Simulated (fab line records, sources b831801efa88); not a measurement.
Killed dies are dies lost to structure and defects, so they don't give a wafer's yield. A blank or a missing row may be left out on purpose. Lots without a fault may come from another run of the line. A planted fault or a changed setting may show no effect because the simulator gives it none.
A struck lot beside a sound one | flow sky130 | 18 steps out of a route of 708
Sound: wafers L782.1, L782.2, L782.4. Struck: wafers L796.4, L796.5, L796.6. The cause comes at the end.
At each step with rows: each side's tool, then ch and its chambers, then its first start. Under that, the readings that differ: sound wafers | struck wafers | difference of the means | sigmas: that difference in standard deviations of wafers without a fault.
alike: readings whose means differ by less than 2 such deviations, and words and numbers that are the same on both sides. not compared: withheld readings, readings that some wafer has no value for, bounds like >300 that may hide the same value, and numbers for which the record gives no deviation and whose values overlap.
The two part at a step that has a row with sigmas, a row that says differs or no value, or rows on one side only. Numbers that don't overlap but have no deviation are shown without sigmas and don't part them. A reading that every wafer of one side lacks parts them only if that side has two wafers or more.

SKY_SONOS_ONO_OVL_MEAS_14:
  sound on overlay-01, day 13 15:47; struck on overlay-01, day 18 16:38
  reading            | sound       | struck      | difference | sigmas
  SONOS_ONO_OVL (nm) | 0.1 0.7 1.0 | 2.9 3.9 4.7 | +3.2       | +2
SKY_SONOS_ONO_ETCH_15: etches the open film in CHF3/O2, target depth 19.52 nm, time 7.8 s.
  sound on rie_diel-04 ch 0,1,2, day 13 15:49; struck on rie_diel-04 ch 0,2,3, day 18 16:40
  alike: drypump_motor_current_A, oes_product_au, throttle_valve_pct
  not compared: rf_hours_counter_h
then, 1 step without rows for these wafers: SKY_SONOS_ONO_WET_ETCH_16 (etches SiO2 in dHF, target depth 14 nm, time 280 s).
SKY_SONOS_ONO_STRIP_17: strips in O2/N2.
  sound on plasma_asher-04 ch 0,1, day 13 15:56; struck on plasma_asher-01 ch 0,1, day 18 16:48
  reading                     | sound       | struck      | difference | sigmas
  drypump_motor_current_A (A) | 6.1 6.7 6.7 | 5.4 5.4 5.0 | -1.2       | -2
  alike: oes_product_au, strip_time_to_endpoint_s
  not compared: rf_hours_counter_h
then, 3 steps without rows for these wafers: SKY_SONOS_ONO_WET_ETCH_18 (etches Si3N4 in H3PO4, target depth 15 nm, time 172 s); SKY_GATE_OXIDE_CLEAN_00 (cleans in SC1/SC2, time 150 s); SKY_GATE_OXIDE_OXIDATION_01 (stabilise 600 s, purge 300 s, target thk 10.268 nm).
SKY_GATE_OXIDE_THK_MEAS_02:
  sound on film_metro-04, day 13 18:31; struck on film_metro-03, day 18 19:29
  reading                          | sound             | struck          | difference | sigmas
  GATE_OXIDE_OXIDATION_00_THK (nm) | 10.35 10.48 10.52 | 10.10 9.86 9.89 | -0.50      | -2
then, 4 steps without rows for these wafers: SKY_GATE_OXIDE_DEHYDRATE_03 (time 60 s); SKY_GATE_OXIDE_HMDS_04 (prime time 60 s); SKY_GATE_OXIDE_COAT_05 (resist thk 1140 nm); SKY_GATE_OXIDE_SOFTBAKE_06 (time 60 s).
SKY_GATE_OXIDE_EXPOSE_07: exposes mask LVOM, target cd 600 nm.
  sound on iline_stepper-01 ch 0, day 14 07:49; struck on iline_stepper-01 ch 0, day 19 11:06
  reading                            | sound             | struck               | difference | sigmas
  model.GATE_OXIDE.overlay_x_nm (nm) | 0.295 0.295 0.295 | -114.7 -114.7 -114.7 | -115.0     |
  alike: mask, exposure_dose_mJ_cm2, reticle_temp_C
then, 2 steps without rows for these wafers: SKY_GATE_OXIDE_PEB_08; SKY_GATE_OXIDE_DEVELOP_09 (develop time 60 s).
SKY_GATE_OXIDE_OVL_MEAS_10:
  sound on overlay-02, day 14 20:29; struck on overlay-02, day 20 02:11
  reading             | sound         | struck               | difference | sigmas
  GATE_OXIDE_OVL (nm) | -0.1 -1.2 1.1 | -116.5 -114.2 -113.6 | -114.7     | -76
then, 1 step without rows for these wafers: SKY_GATE_OXIDE_IMPLANT_11.
-- the record jumps here: 30 days lie between the struck wafers' starts before and after (it left off in module GATE_OXIDE and takes up again in module PAD_OPEN, whose first step shown is number 708 of the route) --
SKY_PAD_OPEN_PROBE_99:
  the record has rows for the struck wafers here (prober-02, day 49 21:59) and none for the sound ones

WHERE THEY PART
First at SKY_SONOS_ONO_OVL_MEAS_14; last, within this record, at SKY_PAD_OPEN_PROBE_99.

WHY: what the simulator had put in
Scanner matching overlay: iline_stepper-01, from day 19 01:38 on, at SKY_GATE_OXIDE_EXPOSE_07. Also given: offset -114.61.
